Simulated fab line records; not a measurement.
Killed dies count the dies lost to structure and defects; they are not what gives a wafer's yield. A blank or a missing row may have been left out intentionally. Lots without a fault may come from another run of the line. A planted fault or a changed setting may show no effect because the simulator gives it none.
A struck lot beside a sound one | flow sky130 | 37 out of 708 route steps
Sound: wafers L120.2, L120.3, L120.4. Struck: wafers L128.1, L128.4. The cause is named last.
Per side, at each step with rows, come the tool, then ch with its chambers, and then its first start. Under that, the readings that differ: sound wafers | struck wafers | difference of the means | sigmas: that difference in standard deviations of wafers without a fault.
alike: readings with means less than 2 such deviations apart, plus words and numbers identical on both sides. not compared: withheld readings, readings lacking a value on some wafer, bounds such as >300 that could conceal the same value, and numbers that have no deviation in the record and whose values overlap.
Wherever a step has rows on one side only, a row that says differs or no value, or a row with sigmas, the two part there. Numbers that have no deviation but don't overlap get no sigmas and don't part them. Lack of a reading on every wafer of one side parts them only where that side has two or more wafers.

first, 10 steps without rows for these wafers: SKY_VIA2_ETCH_15 (etches SiO2 in C4F8/O2/Ar, stops on TiN, target depth 546 nm, time 84 s); SKY_VIA2_STRIP_16 (strips in O2/N2); SKY_VIA2_STRIP_17 (strips in post etch residue remover, time 1200 s); SKY_VIA2_CLEAN_18 (cleans in IPA, time 180 s); SKY_VIA2_CLEAN_19 (cleans in O3/DIW); SKY_VIA2_SPUTTER_20 (material TiN, target thk 20 nm, time 80 s); SKY_VIA2_CVD_21 (deposits W, target thk 420 nm, time 126.4 s); SKY_VIA2_CMP_24 (polishes, stops on SiO2, t overpolish 20 s, target thk 0 nm); SKY_METAL3_SPUTTER_00 (material Ti, target thk 15 nm, time 10 s); SKY_METAL3_SPUTTER_01 (material TiN, target thk 20 nm, time 16.7 s).
SKY_METAL3_SPUTTER_02: material AlCu, target thk 735 nm, time 39.1 s.
  sound: pvd_sputter-01 at day 39 05:49; struck: pvd_sputter-02 at day 41 04:23
  reading                                     | sound           | struck      | difference | sigmas
  model.AlCu_of_METAL3_SPUTTER_02.thk_nm (nm) | 729 730.9 729.1 | 802.7 804.8 | +74.1      |
  alike: throttle_valve_pct
then, 24 steps without rows for these wafers: SKY_METAL3_SPUTTER_03 (material Ti, target thk 5 nm, time 3.3 s); SKY_METAL3_SPUTTER_04 (material TiN, target thk 70 nm, time 58.3 s); SKY_CAPM_CVD_00 (deposits SiO2, target thk 15.5 nm); SKY_CAPM_SPUTTER_02 (material TiN, target thk 200 nm, time 166.7 s); SKY_CAPM_DEHYDRATE_05 (time 60 s); SKY_CAPM_HMDS_06 (prime time 60 s); SKY_CAPM_COAT_07 (resist thk 1140 nm); SKY_CAPM_SOFTBAKE_08 (time 60 s); SKY_CAPM_EXPOSE_09 (exposes mask CAPM, target cd 1000 nm); SKY_CAPM_PEB_10; SKY_CAPM_DEVELOP_11 (develop time 60 s); SKY_CAPM_METAL_ETCH_13 (etches TiN in Cl2/BCl3, stops on SiO2, target depth 220 nm, time 62.9 s); SKY_CAPM_STRIP_14 (strips in O2/N2); SKY_CAPM_STRIP_15 (strips in post etch residue remover, time 1200 s); SKY_CAPM_CLEAN_16 (cleans in IPA, time 180 s); SKY_CAPM_CLEAN_17 (cleans in O3/DIW); SKY_METAL3_DEHYDRATE_05 (time 60 s); SKY_METAL3_HMDS_06 (prime time 60 s); SKY_METAL3_COAT_07 (resist thk 60 nm); SKY_METAL3_COAT_08 (resist thk 1140 nm); SKY_METAL3_SOFTBAKE_09 (time 90 s); SKY_METAL3_EXPOSE_10 (exposes mask MM3, target cd 300 nm); SKY_METAL3_PEB_11; SKY_METAL3_DEVELOP_12 (develop time 60 s).
SKY_METAL3_METAL_ETCH_18: etches the open film in Cl2/BCl3, stops on SiO2, target depth 845 nm, time 183.1 s.
  sound on rie_metal-04 ch 0,1, day 41 07:20; struck on rie_metal-02 ch 0,1, day 43 04:05
  reading               | sound             | struck      | difference | sigmas
  oes_product_au (a.u.) | 0.865 0.859 0.862 | 0.908 0.909 | +0.047     | +8
  alike: drypump_motor_current_A, mfc_cl2_sccm, throttle_valve_pct
  not compared: rf_hours_counter_h
-- the record jumps here: 6 days lie between the struck wafers' starts before and after (it left off in module METAL3 and takes up again in module PAD_OPEN, whose first step shown is number 708 of the route) --
SKY_PAD_OPEN_PROBE_99:
  sound: prober-01 at day 48 02:08; struck: prober-02 at day 49 12:10
  reading                      | sound                   | struck          | difference | sigmas
  model.etest.met3.line_ohm_um | 0.1428 0.1407 0.1409    | 0.1304 0.1285   | -0.0120    |
  model.etest.met3.rs_ohm_sq   | 0.04356 0.04296 0.04261 | 0.03927 0.03873 | -0.00404   |
  alike: defect_limited_yield, killed_at_M0_to_M3, killed_at_M4_up, killed_at_contacts, killed_at_front_end, killed_at_other, killed_dies, killed_open, killed_short, sort_bin_3_pad_short, sort_bin_5_function, sort_bin_6_memory, sort_n_pass, sort_yield_pct

## WHERE THEY PART
At SKY_METAL3_METAL_ETCH_18 and nowhere else, as far as this record goes. Later steps at which nothing parts them and some readings are alike: SKY_PAD_OPEN_PROBE_99.

WHY: what the simulator had put in
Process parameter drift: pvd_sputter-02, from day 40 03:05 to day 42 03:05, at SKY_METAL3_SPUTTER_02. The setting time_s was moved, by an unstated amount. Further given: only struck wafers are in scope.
